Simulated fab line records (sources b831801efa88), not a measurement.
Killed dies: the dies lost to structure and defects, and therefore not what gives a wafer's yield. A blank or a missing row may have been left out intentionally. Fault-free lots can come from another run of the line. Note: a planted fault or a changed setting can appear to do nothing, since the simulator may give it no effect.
Comparing a struck lot with a sound one | flow sky130 | 16 steps out of a route of 708
Sound: these wafers, L622.1, L622.3, L622.6. The struck wafers were L628.1, L628.2, L628.5. The cause comes at the end.
Order at every step that has rows: each side's tool, ch and its chambers, its first start. Under that, the readings that differ: sound wafers | struck wafers | difference of the means | sigmas: that difference in standard deviations of wafers without a fault.
alike: a reading whose means differ by less than 2 such deviations, as well as words and numbers matching on both sides. not compared: withheld readings; readings where some wafer has no value; bounds like >300 that might hide an equal value; numbers whose values overlap and for which the record gives no deviation.
The two part at a step that has a row with sigmas, a row that says differs or no value, or rows on one side only. Numbers that don't overlap but have no deviation are shown without sigmas and don't part them. A reading missing from all wafers of one side parts the sides only when that side holds two or more wafers.

SKY_CONTACT_BOW_MEAS_05:
  sound: film_metro-01 at day 31 13:13; struck: film_metro-01 at day 33 17:08
  alike: CONTACT_BOW
then, 8 steps without rows for these wafers: SKY_CONTACT_DEHYDRATE_06 (time 60 s); SKY_CONTACT_HMDS_07 (prime time 60 s); SKY_CONTACT_COAT_08 (resist thk 60 nm); SKY_CONTACT_COAT_09 (resist thk 450 nm); SKY_CONTACT_SOFTBAKE_10 (time 90 s); SKY_CONTACT_EXPOSE_11 (exposes mask CTM1, target cd 170 nm); SKY_CONTACT_PEB_12; SKY_CONTACT_DEVELOP_13 (develop time 60 s).
SKY_CONTACT_CD_MEAS_14 targets a cd of 170 nm.
  sound: cd_sem-02 at day 32 17:32; struck: cd_sem-02 at day 34 19:56
  alike: cd_nm
SKY_CONTACT_OVL_MEAS_15:
  sound: overlay-01 at day 32 17:39; struck: overlay-01 at day 34 20:04
  alike: CONTACT_OVL
SKY_CONTACT_ETCH_16: etches BARC in N2/H2, stops on SiO2, time 45.9 s, target depth 60 nm.
  sound on rie_diel-01 ch 0,2,3, day 32 17:41; struck on rie_diel-02 ch 0,3, day 34 20:05
  alike: bias_w, drypump_motor_current_A, n2_flow_sccm, oes_product_au, throttle_valve_pct
  not compared: rf_hours_counter_h
SKY_CONTACT_ETCH_17: etches SiO2 in C4F8/O2/Ar, stops on Si3N4, target depth 340 nm.
  sound on rie_diel-01 ch 0,2,3, day 32 17:44; struck on rie_diel-02 ch 0,3, day 34 20:08
  reading                                   | sound             | struck            | difference | sigmas
  bias_w (W)                                | 1197 1198 1198    | 1333 1341 1337    | +139       | +41
  model.Si3N4_of_CONTACT_CVD_00.thk_nm (nm) | 75.73 75.28 76.89 | 70.9 70.93 72.58  | -4.5       |
  model.CONTACT.feature_depth_nm (nm)       | 340.7 338.7 339.4 | 342.5 342.9 342.3 | +3.0       |
  alike: oes_product_au
SKY_CONTACT_ETCH_18: etches Si3N4 in CHF3/O2, stops on TiN, time 39 s, target depth 75 nm.
  sound on rie_diel-01 ch 0,2,3; struck on rie_diel-02 ch 0,3
  reading                  | sound             | struck            | difference | sigmas
  oes_product_au (a.u.)    | 0.866 0.855 0.862 | 0.831 0.824 0.838 | -0.030     | -3
  model.etch.depth_nm (nm) | 75.73 75.28 76.89 | 70.9 70.93 72.58  | -4.5       |
  alike: bias_w, drypump_motor_current_A, throttle_valve_pct
  not compared: rf_hours_counter_h
SKY_CONTACT_STRIP_19: strips in O2/N2.
  sound on plasma_asher-03 ch 1, day 32 17:49; struck on plasma_asher-03 ch 0,1, day 34 20:13
  alike: drypump_motor_current_A, n2_flow_sccm, oes_product_au, strip_time_to_endpoint_s
  not compared: rf_hours_counter_h
SKY_PAD_OPEN_PROBE_99:
  the record has rows for the sound wafers here (prober-02, day 46 16:17) and none for the struck ones

== WHERE THEY PART ==
At SKY_CONTACT_ETCH_17 first; at SKY_PAD_OPEN_PROBE_99 last (within this record only).

WHY: what the simulator had put in
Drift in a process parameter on rie_diel-02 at SKY_CONTACT_ETCH_17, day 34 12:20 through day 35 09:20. From 1200, the setting bias_w moved by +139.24. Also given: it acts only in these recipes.
